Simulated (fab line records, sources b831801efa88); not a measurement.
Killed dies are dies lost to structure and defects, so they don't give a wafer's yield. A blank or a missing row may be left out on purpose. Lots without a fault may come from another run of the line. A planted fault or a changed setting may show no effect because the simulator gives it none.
A struck lot beside a sound one | flow gf180mcu | 15 steps out of a route of 602
Sound: wafers L615.4, L615.5, L615.6. Struck: wafers L620.2, L620.4, L620.6. The cause comes at the end.
At each step with rows: each side's tool, then ch and its chambers, then its first start. Under that, the readings that differ: sound wafers | struck wafers | difference of the means | sigmas: that difference in standard deviations of wafers without a fault.
alike: readings whose means differ by less than 2 such deviations, and words and numbers that are the same on both sides. not compared: withheld readings, readings that some wafer has no value for, bounds like >300 that may hide the same value, and numbers for which the record gives no deviation and whose values overlap.
The two part at a step that has a row with sigmas, a row that says differs or no value, or rows on one side only. Numbers that don't overlap but have no deviation are shown without sigmas and don't part them. A reading that every wafer of one side lacks parts them only if that side has two wafers or more.

first, 1 step without rows for these wafers: GF_HV_LDD_DEVELOP_18 (develop time 60 s).
GF_HV_LDD_CD_MEAS_19: target cd 400 nm.
  sound on cd_sem-01, day 11 14:23; struck on cd_sem-02, day 13 09:14
  alike: cd_nm
GF_HV_LDD_OVL_MEAS_20:
  sound on overlay-02, day 11 14:28; struck on overlay-01, day 13 09:20
  alike: HV_LDD_01_OVL
then, 1 step without rows for these wafers: GF_HV_LDD_IMPLANT_21.
GF_HV_LDD_STRIP_22: strips in O2/N2.
  sound on plasma_asher-03 ch 0,1, day 11 14:40; struck on plasma_asher-02 ch 1, day 13 09:31
  alike: drypump_motor_current_A, heater_power_w, oes_product_au, platen_temp_c, strip_time_to_endpoint_s
  not compared: rf_hours_counter_h
GF_HV_LDD_TW_MEAS_23:
  sound on film_metro-04, day 11 14:45; struck on film_metro-02, day 13 09:38
  alike: HV_LDD_2_TW
then, 6 steps without rows for these wafers: GF_HV_LDD_DEHYDRATE_24 (time 60 s); GF_HV_LDD_HMDS_25 (prime time 60 s); GF_HV_LDD_COAT_26 (resist thk 1000 nm); GF_HV_LDD_SOFTBAKE_27 (time 60 s); GF_HV_LDD_EXPOSE_28 (exposes mask Nplus HV AREA, target cd 400 nm); GF_HV_LDD_PEB_29.
GF_HV_LDD_DEVELOP_30: develop time 60 s.
  sound on litho_track-02 ch 0, day 12 09:34; struck on litho_track-02 ch 0, day 14 05:55
  reading              | sound             | struck            | difference | sigmas
  developer_temp_C (C) | 23.10 23.10 23.14 | 23.82 23.86 23.90 | +0.75      | +8
GF_HV_LDD_CD_MEAS_31: target cd 400 nm.
  sound on cd_sem-02, day 12 09:42; struck on cd_sem-01, day 14 06:04
  alike: cd_nm
-- the record jumps here: 17 days lie between the struck wafers' starts before and after (it left off in module HV_LDD and takes up again in module PASSIVATION, whose first step shown is number 602 of the route) --
GF_PASSIVATION_PROBE_99:
  the record has rows for the struck wafers here (prober-01, day 31 12:30) and none for the sound ones

WHERE THEY PART
First at GF_HV_LDD_DEVELOP_30; last, within this record, at GF_PASSIVATION_PROBE_99.

WHY: what the simulator had put in
Process parameter drift: litho_track-02, from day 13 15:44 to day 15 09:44, at GF_HV_LDD_DEVELOP_30. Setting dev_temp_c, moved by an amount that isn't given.
